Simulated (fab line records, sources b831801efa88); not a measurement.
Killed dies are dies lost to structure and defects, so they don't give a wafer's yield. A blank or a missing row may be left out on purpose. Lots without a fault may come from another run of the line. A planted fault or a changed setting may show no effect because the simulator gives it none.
Which tool did it? | flow gf180mcu | 12 lots, 36 wafers sampled, at 4 steps of a route of 602

WHAT THE GAUGES READ, wafer by wafer
GF_M4_RS_MEAS_05: measures by four-point-probe. Usual: M4_ALCU_RS 0.0697 ohm/sq, standard deviation 0.00084.
lot  | measured     | on            | M4_ALCU_RS (ohm/sq)  | flag
L834 | day 22 08:24 | film_metro-02 | 0.0702 0.0704 0.0695 |
L835 | day 22 16:08 | film_metro-02 | 0.0697 0.0694 0.0689 |
L836 | day 23 03:31 | film_metro-01 | 0.0705 0.0708 0.0720 |
L844 | day 26 00:05 | film_metro-04 | 0.0703 0.0696 0.0695 |
L845 | day 26 05:12 | film_metro-02 | 0.0705 0.0702 0.0692 |
L847 | day 26 23:29 | film_metro-02 | 0.0697 0.0704 0.0706 |
L848 | day 27 07:02 | film_metro-02 | 0.0701 0.0705 0.0714 |
L849 | day 27 15:32 | film_metro-02 | 0.0688 0.0688 0.0693 |
L850 | day 27 18:41 | film_metro-02 | 0.0699 0.0694 0.0697 |
L852 | day 28 10:10 | film_metro-04 | 0.0703 0.0699 0.0699 |
L854 | day 28 22:20 | film_metro-02 | 0.0688 0.0694 0.0692 |
L855 | day 29 05:20 | film_metro-01 | 0.0697 0.0702 0.0703 |

GF_V4_OVL_MEAS_15. Usual: V4_OVL 0 nm, standard deviation 5.7.
lot  | measured     | on         | V4_OVL (nm) | flag
L834 | day 24 05:28 | overlay-01 | 1 0 -4      |
L835 | day 24 15:02 | overlay-02 | 5 -4 0      |
L836 | day 25 00:38 | overlay-01 | -1 -8 -9    |
L844 | day 27 17:43 | overlay-02 | 56 53 47    | OFF
L845 | day 27 22:47 | overlay-02 | 54 45 45    | OFF
L847 | day 28 16:29 | overlay-01 | 8 9 8       |
L848 | day 28 23:22 | overlay-02 | -2 -3 -4    |
L849 | day 29 07:16 | overlay-02 | -5 -6 -6    |
L850 | day 29 10:58 | overlay-02 | 2 8 7       |
L852 | day 30 01:13 | overlay-01 | -7 -11 -7   |
L854 | day 30 12:16 | overlay-01 | 4 0 -3      |
L855 | day 30 19:17 | overlay-01 | 2 -2 0      |

WHICH TOOL RAN EACH LOT (tool, then ch and the chambers of the sampled wafers, then the start)
lot  | GF_M4_SPUTTER_04             | GF_V4_EXPOSE_11
L834 | pvd_sputter-01, day 22 08:20 | krf_scanner-01 ch 0, day 23 19:24
L835 | pvd_sputter-03, day 22 16:05 | krf_scanner-01 ch 0, day 24 03:50
L836 | pvd_sputter-02, day 23 03:27 | krf_scanner-01 ch 0, day 24 13:52
L844 | pvd_sputter-02, day 26 00:02 | krf_scanner-02 ch 0, day 27 08:28
L845 | pvd_sputter-01, day 26 05:07 | krf_scanner-02 ch 0, day 27 13:26
L847 | pvd_sputter-03, day 26 23:24 | krf_scanner-01 ch 0, day 28 06:56
L848 | pvd_sputter-01, day 27 06:58 | krf_scanner-01 ch 0, day 28 14:19
L849 | pvd_sputter-02, day 27 15:30 | krf_scanner-01 ch 0, day 28 21:45
L850 | pvd_sputter-01, day 27 18:37 | krf_scanner-01 ch 0, day 29 01:51
L852 | pvd_sputter-01, day 28 10:07 | krf_scanner-01 ch 0, day 29 15:50
L854 | pvd_sputter-03, day 28 22:17 | krf_scanner-01 ch 0, day 30 03:46
L855 | pvd_sputter-01, day 29 05:17 | krf_scanner-01 ch 0, day 30 10:33
- GF_M4_SPUTTER_04: material TiN, target thk 50 nm, time 41.7 s.
- GF_V4_EXPOSE_11: exposes mask Via4, target cd 260 nm.

WHAT THE TOOLS THEMSELVES READ (means of the sampled wafers that have a number; where no wafer has one, the mark that the record gives instead)
GF_M4_SPUTTER_04. Usual: throttle_valve_pct 29.7 %, standard deviation 0.96.
lot  | tool           | throttle_valve_pct (%) | flag
L834 | pvd_sputter-01 | 29.9                   |
L835 | pvd_sputter-03 | 31.2                   |
L836 | pvd_sputter-02 | 29.8                   |
L844 | pvd_sputter-02 | 29.5                   |
L845 | pvd_sputter-01 | 30.3                   |
L847 | pvd_sputter-03 | 31.1                   |
L848 | pvd_sputter-01 | 29.7                   |
L849 | pvd_sputter-02 | 28.8                   |
L850 | pvd_sputter-01 | 30.1                   |
L852 | pvd_sputter-01 | 28.9                   |
L854 | pvd_sputter-03 | 30.0                   |
L855 | pvd_sputter-01 | 29.6                   |

THE ANSWER, worked out from the rows above alone
Rule: a lot is off if the mean of its wafers that have a number lies more than 3 standard deviations from the usual mean. A lot without any number at a reading at which 4 lots or more have one is off too. The other lots that the step has rows for count as sound. The gauges are gone through in route order, then the tools' own readings, and for those a lot's mean is taken as printed above. The first step at which some lot is off is used, and at that step the reading that is off furthest; a lot without a number counts as furthest.
Off: L844, L845, at GF_V4_OVL_MEAS_15 (V4_OVL).
A tool fits if, at a process step before that reading, it ran every lot that is off, and no sound lot after the first of them. The gauges at GF_V4_OVL_MEAS_15 are tried like those tools. One fits: krf_scanner-02 at GF_V4_EXPOSE_11. It ran no sound lot before its first lot that is off in this sample, so the start can't be narrowed down.

WHAT THE SIMULATOR HAD PUT IN
Scanner matching overlay: krf_scanner-02, from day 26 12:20 on, at GF_V4_EXPOSE_11. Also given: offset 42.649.
Lots struck among those shown: L844, L845. The rule above found the same.
